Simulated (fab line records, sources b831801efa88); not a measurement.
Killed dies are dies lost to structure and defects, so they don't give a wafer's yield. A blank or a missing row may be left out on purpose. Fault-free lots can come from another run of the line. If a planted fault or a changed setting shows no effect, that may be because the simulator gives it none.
Problem report, 8D (eight disciplines) form, completed by code + flow sfq_line + the parts of the form that need people (team, actions taken, sign-off) are left out

1. THE ISSUE
Mean M0_NB_RS at SFQ_M0_RS_MEAS_904: 0.529 ohm/sq over 5 wafers in 3 lots; fault-free wafers: 0.880 ohm/sq, standard deviation 0.0096. That puts it -37 standard deviations away from the usual mean.
The step: measures by four-point-probe.
First observed at day 10 21:32: wafer L817.3, on film_metro-01. The record holds 45 wafers of 15 lots with a number at this step. Rule for "out", or "out of limits": more than 4 standard deviations from the usual mean. All remaining wafers that have a number are taken as sound.

2. WHAT IT IS, WHAT IT ISN'T
| question                    | is                                     | is not                                                                                                                           |
|-----------------------------|----------------------------------------|----------------------------------------------------------------------------------------------------------------------------------|
| which readings at this step | M0_NB_RS                               | -                                                                                                                                |
| which lots                  | L817, L818, L819                       | L808, L809, L811, L820, L823, L824, L825, L827, L828, L829, L830, L831                                                           |
| which wafers of those lots  | L817.3, L817.6, L818.6, L819.3, L819.6 | L817.4, L818.1, L818.5, L819.4                                                                                                   |
| read on which gauges        | film_metro-01                          | film_metro-03, film_metro-04                                                                                                     |
| when                        | from day 10 21:32                      | up to then (10 sound wafers); but 30 sound wafers of L818, L819, L820, L823, L824, L825, L827, L828, L829, L830, L831 came after |

3. THE SUSPECTS, EACH WITH WHAT RULES IT OUT
Counting: any tool at a process step up to the reading remains a suspect provided it ran every lot that is out. Sound lots after the first of them don't rule it out here, since some wafers of a struck lot are sound.
- ruled out: the gauge at SFQ_M0_RS_MEAS_904. All the wafers that are out were read on film_metro-01, but those of them that SFQ_TRILAYER_M0_ETCH_METAL_ETCH_024 has rows for are out there too, on other tools.
- pvd_sputter-06 at SFQ_TRILAYER_M0_DEP_SPUTTER_019 (material Nb, target thk 200 nm, time 133.3 s): kept. It ran every lot that is out, first L817 (day 10 21:24); its last sound lot up to then is L811 (day 8 20:17).
After counting, what remains is pvd_sputter-06 at SFQ_TRILAYER_M0_DEP_SPUTTER_019.

4. THE CAUSE (what the simulator had put in)
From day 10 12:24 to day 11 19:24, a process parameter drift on pvd_sputter-06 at SFQ_TRILAYER_M0_DEP_SPUTTER_019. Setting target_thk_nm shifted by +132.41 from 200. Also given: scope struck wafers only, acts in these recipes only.
This tool alone remained once counting was done.

5. THE CHAIN OF EFFECTS, in route order
Rows list readings where the struck wafers' mean (over those with a number) sits beyond 3 standard deviations from the usual. Only readings for which the record gives a usual standard deviation are gone through. hours: the time from each lot's start at the first step in this table that gives one to its start at this step, as a median over the lots. sigmas: the change in usual standard deviations.
| hours | step                                | reading        | usual        | on struck wafers | change | sigmas |
|-------|-------------------------------------|----------------|--------------|------------------|--------|--------|
| 0     | SFQ_M0_RS_MEAS_904                  | M0_NB_RS       | 0.880 ohm/sq | 0.529            | -0.351 | -37    |
| 113   | SFQ_TRILAYER_M0_ETCH_METAL_ETCH_024 | oes_product_au | 0.900 a.u.   | 1.011            | +0.111 | +15    |
It contains these process steps:
- SFQ_TRILAYER_M0_ETCH_METAL_ETCH_024: etches Nb in Cl2/Ar, stops on SiO2, target depth 240 nm, time 120 s.
Later measuring or inspecting steps at which every struck wafer that the step has a row for has a number for every such reading, and none has moved that far: SFQ_C5_OVL_MEAS_937.

6. HOW IT WOULD HAVE BEEN CAUGHT EARLIER
The first out-of-limits reading at a measuring or inspecting step in this record came at day 10 21:32, 9 hours after the fault's start at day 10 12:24.
Of the tool readings at SFQ_TRILAYER_M0_DEP_SPUTTER_019 for which the record gives a usual standard deviation, none was out on any struck wafer, so an alarm limit of 4 standard deviations on them would not have fired.
Among the 3 lots that are out, L818, L819 began SFQ_TRILAYER_M0_DEP_SPUTTER_019 on pvd_sputter-06 after day 10 21:32. A hold on the tool at that time would have spared those 2.
